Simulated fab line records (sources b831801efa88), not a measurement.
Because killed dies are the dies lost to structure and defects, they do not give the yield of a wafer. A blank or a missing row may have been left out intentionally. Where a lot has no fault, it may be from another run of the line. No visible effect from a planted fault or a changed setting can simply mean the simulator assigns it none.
Which tool is to blame? :: flow gf180mcu :: 33 wafers from 11 lots sampled at 5 of the route's 602 steps

WHAT THE GAUGES SHOWED, per wafer
GF_STI_THK_MEAS_04.
lot: L492
measured: day 1 18:46
on: film_metro-02
STI_CVD_03_THK (nm): 206.4 205.3 207.0

lot: L493
measured: day 1 18:45
on: film_metro-04
STI_CVD_03_THK (nm): 203.8 204.2 204.9

lot: L494
measured: day 2 01:21
on: film_metro-02
STI_CVD_03_THK (nm): 206.2 207.5 205.3

lot: L495
measured: day 2 04:34
on: film_metro-02
STI_CVD_03_THK (nm): 209.0 210.5 210.5

lot: L497
measured: day 2 14:35
on: film_metro-02
STI_CVD_03_THK (nm): 205.5 206.3 206.2

lot: L502
measured: day 3 22:00
on: film_metro-03
STI_CVD_03_THK (nm): 111.2 110.6 109.8

lot: L503
measured: day 3 22:01
on: film_metro-04
STI_CVD_03_THK (nm): 113.6 110.9 113.1

lot: L505
measured: day 4 09:43
on: film_metro-02
STI_CVD_03_THK (nm): 107.5 107.3 107.6

lot: L507
measured: day 4 16:49
on: film_metro-03
STI_CVD_03_THK (nm): 208.5 206.7 209.0

lot: L510
measured: day 5 07:45
on: film_metro-04
STI_CVD_03_THK (nm): 204.1 204.6 203.0

lot: L515
measured: day 6 13:01
on: film_metro-04
STI_CVD_03_THK (nm): 207.3 205.4 204.7

GF_STI_THK_MEAS_24.
lot: L492
measured: day 2 08:29
on: film_metro-02
STI_CVD_23_THK (nm): 652 651 647

lot: L493
measured: day 2 08:31
on: film_metro-03
STI_CVD_23_THK (nm): 651 647 632

lot: L494
measured: day 2 15:30
on: film_metro-04
STI_CVD_23_THK (nm): 643 641 639

lot: L495
measured: day 2 19:09
on: film_metro-03
STI_CVD_23_THK (nm): 663 656 649

lot: L497
measured: day 3 04:34
on: film_metro-03
STI_CVD_23_THK (nm): 645 655 642

lot: L502
measured: day 4 17:28
on: film_metro-03
STI_CVD_23_THK (nm): 646 647 643

lot: L503
measured: day 4 17:29
on: film_metro-02
STI_CVD_23_THK (nm): 649 639 645

lot: L505
measured: day 5 03:10
on: film_metro-04
STI_CVD_23_THK (nm): 649 653 653

lot: L507
measured: day 5 09:19
on: film_metro-02
STI_CVD_23_THK (nm): 656 650 658

lot: L510
measured: day 5 23:58
on: film_metro-03
STI_CVD_23_THK (nm): 645 646 653

lot: L515
measured: day 7 09:58
on: film_metro-02
STI_CVD_23_THK (nm): 656 653 659

GF_VT_IMPLANT_OVL_MEAS_07.
lot: L492
measured: day 5 17:51
on: overlay-02
VT_IMPLANT_OVL (nm): -1.2 1.5 1.0

lot: L493
measured: day 5 20:02
on: overlay-02
VT_IMPLANT_OVL (nm): -0.6 1.9 -1.8

lot: L494
measured: day 6 02:14
on: overlay-02
VT_IMPLANT_OVL (nm): 1.4 1.2 1.0

lot: L495
measured: day 6 08:10
on: overlay-01
VT_IMPLANT_OVL (nm): -0.8 -1.2 -2.0

lot: L497
measured: day 6 18:04
on: overlay-02
VT_IMPLANT_OVL (nm): 0.1 -0.9 -3.4

lot: L502
measured: day 8 14:10
on: overlay-02
VT_IMPLANT_OVL (nm): 1.3 1.5 2.9

lot: L503
measured: day 8 13:07
on: overlay-02
VT_IMPLANT_OVL (nm): 0.4 -0.1 0.5

lot: L505
measured: day 9 01:32
on: overlay-01
VT_IMPLANT_OVL (nm): 2.3 1.4 2.0

lot: L507
measured: day 9 08:35
on: overlay-01
VT_IMPLANT_OVL (nm): 1.0 0.1 -0.8

lot: L510
measured: day 10 05:13
on: overlay-02
VT_IMPLANT_OVL (nm): -1.1 -1.0 -1.7

lot: L515
measured: day 12 01:46
on: overlay-01
VT_IMPLANT_OVL (nm): 0.1 0.0 -1.7

WHICH TOOL RAN EACH LOT (tool, then ch and the chambers of the sampled wafers, then the start)
lot: L492
GF_STI_CVD_03: lpcvd-01 ch 1, day 1 16:46
GF_STI_ETCH_13: rie_diel-03 ch 0,1, day 2 06:01

lot: L493
GF_STI_CVD_03: lpcvd-01 ch 1, day 1 16:46
GF_STI_ETCH_13: rie_diel-02 ch 0,2,3, day 2 06:17

lot: L494
GF_STI_CVD_03: lpcvd-02 ch 0, day 1 23:22
GF_STI_ETCH_13: rie_diel-04 ch 0,1,2, day 2 13:36

lot: L495
GF_STI_CVD_03: lpcvd-02 ch 1, day 2 02:34
GF_STI_ETCH_13: rie_diel-02 ch 1,3, day 2 16:32

lot: L497
GF_STI_CVD_03: lpcvd-01 ch 1, day 2 12:34
GF_STI_ETCH_13: rie_diel-02 ch 0,1,2, day 3 02:41

lot: L502
GF_STI_CVD_03: lpcvd-02 ch 0, day 3 20:01
GF_STI_ETCH_13: rie_diel-03 ch 0,2,3, day 4 10:39

lot: L503
GF_STI_CVD_03: lpcvd-02 ch 0, day 3 20:01
GF_STI_ETCH_13: rie_diel-02 ch 0,1, day 4 10:50

lot: L505
GF_STI_CVD_03: lpcvd-02 ch 0, day 4 07:44
GF_STI_ETCH_13: rie_diel-03 ch 0,2,3, day 4 23:27

lot: L507
GF_STI_CVD_03: lpcvd-01 ch 1, day 4 14:49
GF_STI_ETCH_13: rie_diel-02 ch 0,1,2, day 5 06:56

lot: L510
GF_STI_CVD_03: lpcvd-01 ch 1, day 5 05:44
GF_STI_ETCH_13: rie_diel-03 ch 0,1,2, day 5 22:04

lot: L515
GF_STI_CVD_03: lpcvd-01 ch 1, day 6 11:02
GF_STI_ETCH_13: rie_diel-03 ch 0,1,3, day 7 03:31
- GF_STI_CVD_03: deposits Si3N4 from DCS/NH3, target thk 207.16 nm, time 3551 s.
- GF_STI_ETCH_13: etches the open film in CHF3/O2, stops on Si, target depth 282.31 nm, time 112.9 s.

AS READ BY THE TOOLS THEMSELVES (means over the sampled wafers that have a number; for cases with no such wafer, the mark the record gives instead)
GF_STI_CVD_03.
lot: L492
tool: lpcvd-01
spike_tc_bottom_C (C): 791.3
spike_tc_upper_C (C): 768.8
zone_power_upper_pct (%): 12.9

lot: L493
tool: lpcvd-01
spike_tc_bottom_C (C): 791.5
spike_tc_upper_C (C): 769.4
zone_power_upper_pct (%): 12.6

lot: L494
tool: lpcvd-02
spike_tc_bottom_C (C): 784.6
spike_tc_upper_C (C): 769.7
zone_power_upper_pct (%): 11.5

lot: L495
tool: lpcvd-02
spike_tc_bottom_C (C): 786.8
spike_tc_upper_C (C): 771.2
zone_power_upper_pct (%): 15.0

lot: L497
tool: lpcvd-01
spike_tc_bottom_C (C): 790.1
spike_tc_upper_C (C): 769.7
zone_power_upper_pct (%): 12.7

lot: L502
tool: lpcvd-02
spike_tc_bottom_C (C): 784.6
spike_tc_upper_C (C): 769.6
zone_power_upper_pct (%): 11.5

lot: L503
tool: lpcvd-02
spike_tc_bottom_C (C): 784.0
spike_tc_upper_C (C): 770.6
zone_power_upper_pct (%): 11.5

lot: L505
tool: lpcvd-02
spike_tc_bottom_C (C): 783.7
spike_tc_upper_C (C): 768.8
zone_power_upper_pct (%): 11.6

lot: L507
tool: lpcvd-01
spike_tc_bottom_C (C): 790.0
spike_tc_upper_C (C): 770.1
zone_power_upper_pct (%): 12.7

lot: L510
tool: lpcvd-01
spike_tc_bottom_C (C): 790.1
spike_tc_upper_C (C): 768.7
zone_power_upper_pct (%): 12.9

lot: L515
tool: lpcvd-01
spike_tc_bottom_C (C): 791.1
spike_tc_upper_C (C): 768.9
zone_power_upper_pct (%): 12.6

GF_STI_ETCH_13.
lot: L492
tool: rie_diel-03
drypump_motor_current_A (A): 5.5
oes_product_au (a.u.): 0.828
throttle_valve_pct (%): 8.812

lot: L493
tool: rie_diel-02
drypump_motor_current_A (A): 6.1
oes_product_au (a.u.): 0.824
throttle_valve_pct (%): 8.809

lot: L494
tool: rie_diel-04
drypump_motor_current_A (A): 6.2
oes_product_au (a.u.): 0.833
throttle_valve_pct (%): 8.808

lot: L495
tool: rie_diel-02
drypump_motor_current_A (A): 5.8
oes_product_au (a.u.): 0.838
throttle_valve_pct (%): 8.810

lot: L497
tool: rie_diel-02
drypump_motor_current_A (A): 5.8
oes_product_au (a.u.): 0.832
throttle_valve_pct (%): 8.809

lot: L502
tool: rie_diel-03
drypump_motor_current_A (A): 5.5
oes_product_au (a.u.): 0.619
throttle_valve_pct (%): 8.750

lot: L503
tool: rie_diel-02
drypump_motor_current_A (A): 5.6
oes_product_au (a.u.): 0.624
throttle_valve_pct (%): 8.756

lot: L505
tool: rie_diel-03
drypump_motor_current_A (A): 5.6
oes_product_au (a.u.): 0.608
throttle_valve_pct (%): 8.739

lot: L507
tool: rie_diel-02
drypump_motor_current_A (A): 5.8
oes_product_au (a.u.): 0.839
throttle_valve_pct (%): 8.801

lot: L510
tool: rie_diel-03
drypump_motor_current_A (A): 5.5
oes_product_au (a.u.): 0.825
throttle_valve_pct (%): 8.808

lot: L515
tool: rie_diel-03
drypump_motor_current_A (A): 5.5
oes_product_au (a.u.): 0.833
throttle_valve_pct (%): 8.816

THE ANSWER, worked out from the rows above alone
Rule: usual is defined by the lots themselves. The widest of any qualifying gaps counts: lots, ordered by their means at a reading, are off when they make up no more than a third of the lots, leave a main group of 4 or more, and stand apart from it by 3 or more times the standard deviation of that group's means. If all means in a main group match to the digits the tables above print for the reading, that group is not used. A lot without any number at a reading at which 4 lots or more have one is off too. Any other lot the step has rows for is counted as sound. After the gauges, taken in route order, come the tools' own readings; for these a lot's mean is taken, as printed above. The first step at which some lot is off is used, and at that step the reading that is off furthest; a lot without a number counts as furthest.
Off: L502, L503, L505, seen at GF_STI_THK_MEAS_04 (STI_CVD_03_THK). The main group: mean 206.3 nm, standard deviation 1.8.
A tool fits if, at a process step before that reading, it ran every lot that is off, and no sound lot after the first of them. The gauges at GF_STI_THK_MEAS_04 aren't tried: what is off there is off at GF_STI_ETCH_13 too, on other tools, and a gauge's error can't cause that. One fits: lpcvd-02 at GF_STI_CVD_03. Its last sound lot is L495 (day 2 02:34), its first lot that is off L502 (day 3 20:01): a fault that began between those two fits.

WHAT THE SIMULATOR PUT IN
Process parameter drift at GF_STI_CVD_03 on lpcvd-02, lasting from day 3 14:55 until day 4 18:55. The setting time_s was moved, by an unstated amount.
Lots struck among those shown: L502, L503, L505. The rule given above showed the same thing.
